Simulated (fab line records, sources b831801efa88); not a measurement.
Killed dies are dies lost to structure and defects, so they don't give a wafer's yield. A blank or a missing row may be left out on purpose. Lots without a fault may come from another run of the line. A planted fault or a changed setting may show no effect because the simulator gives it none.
Problem report in the 8D (eight disciplines) form, filled by code | flow sky130 | the parts of the form that need people (team, actions taken, sign-off) are left out

1. THE PROBLEM
run_length_s at SKY_FIELD_ISO_ETCH_17 reads a mean of 77.7 s on 1 wafer of 1 lot; wafers without a fault read 126.1 s with a standard deviation of 0.43. That is -99 or more standard deviations from the usual mean.
The step: etches Si in HBr/Cl2/O2, target depth 342 nm, time 97.7 s.
First seen on wafer L747.3, day 5 06:35, on rie_si-02. The record holds 15 wafers of 5 lots with a number at this step. Rule for "out", or "out of limits": more than 4 standard deviations from the usual mean. The other wafers with a number count as sound.

2. WHAT IT IS AND WHAT IT IS NOT
question                    | is               | is not
which readings at this step | run_length_s     | HBr_flow_sccm, drypump_motor_current_A, oes_product_au, throttle_valve_pct
which lots                  | L747             | L740, L745, L750, L752
which wafers of those lots  | L747.3           | L747.5, L747.6
read on which tools         | rie_si-02        | rie_si-01
when                        | from day 5 06:35 | up to then (8 sound wafers); but 6 sound wafers of L750, L752 came after

3. SUSPECTS, AND WHAT RULES EACH OUT
Counting: a tool at a process step up to the reading stays a suspect if it ran every lot that is out. Sound lots after the first of them don't rule it out here, since some wafers of a struck lot are sound.
- rie_diel-02 at SKY_FIELD_ISO_ETCH_14 (etches BARC in N2/H2, stops on SiO2, time 45.9 s, target depth 60 nm): kept. It ran the lot that is out, L747 (day 5 06:14); its last sound lot up to then is L745 (day 4 17:33).
- rie_diel-02 at SKY_FIELD_ISO_ETCH_15 (etches the open film in CHF3/O2, stops on Si, target depth 180 nm, time 72 s): kept. It ran the lot that is out, L747 (day 5 06:22); its last sound lot up to then is L745 (day 4 17:35).
- plasma_asher-02 at SKY_FIELD_ISO_STRIP_16 (strips in O2/N2): kept. It ran the lot that is out, L747 (day 5 06:31); its last sound lot up to then is L745 (day 4 17:41).
- rie_si-02 at SKY_FIELD_ISO_ETCH_17 (etches Si in HBr/Cl2/O2, target depth 342 nm, time 97.7 s): kept. It ran the lot that is out, L747 (day 5 06:35); its last sound lot up to then is L745 (day 4 17:45). Its own readings are out on those wafers: run_length_s.
- Within rie_si-02 at SKY_FIELD_ISO_ETCH_17: the wafers that are out ran in chamber 3; their sound lot-mates ran in chambers 1, 2.
Left after counting: rie_diel-02 at SKY_FIELD_ISO_ETCH_14, rie_diel-02 at SKY_FIELD_ISO_ETCH_15, plasma_asher-02 at SKY_FIELD_ISO_STRIP_16, rie_si-02 at SKY_FIELD_ISO_ETCH_17.

4. THE CAUSE (what the simulator had put in)
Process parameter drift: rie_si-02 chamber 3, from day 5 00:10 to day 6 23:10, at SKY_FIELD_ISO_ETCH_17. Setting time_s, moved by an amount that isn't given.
Counting left 4 suspects, and this tool is among them.

5. THE CHAIN OF EFFECTS, in route order
Each row: a reading whose mean over the struck wafers that have a number lies more than 3 standard deviations from the usual. Only readings for which the record gives a usual standard deviation are gone through. hours: the time from each lot's start at the first step in this table that gives one to its start at this step, as a median over the lots. sigmas: the change in usual standard deviations.
hours | step                  | reading      | usual   | on struck wafers | change | sigmas
0     | SKY_FIELD_ISO_ETCH_17 | run_length_s | 126.1 s | 77.7             | -48.4  | -99 or more
The process steps in it:
- SKY_FIELD_ISO_ETCH_17: etches Si in HBr/Cl2/O2, target depth 342 nm, time 97.7 s.
Later measuring or inspecting steps at which every struck wafer that the step has a row for has a number for every such reading, and none has moved that far: SKY_FIELD_ISO_THK_MEAS_23, SKY_FIELD_ISO_THK_MEAS_25.

6. WHAT WOULD HAVE CAUGHT IT SOONER
In this record the first reading out of limits was taken at day 5 06:35, 6 hours after the fault began at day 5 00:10.
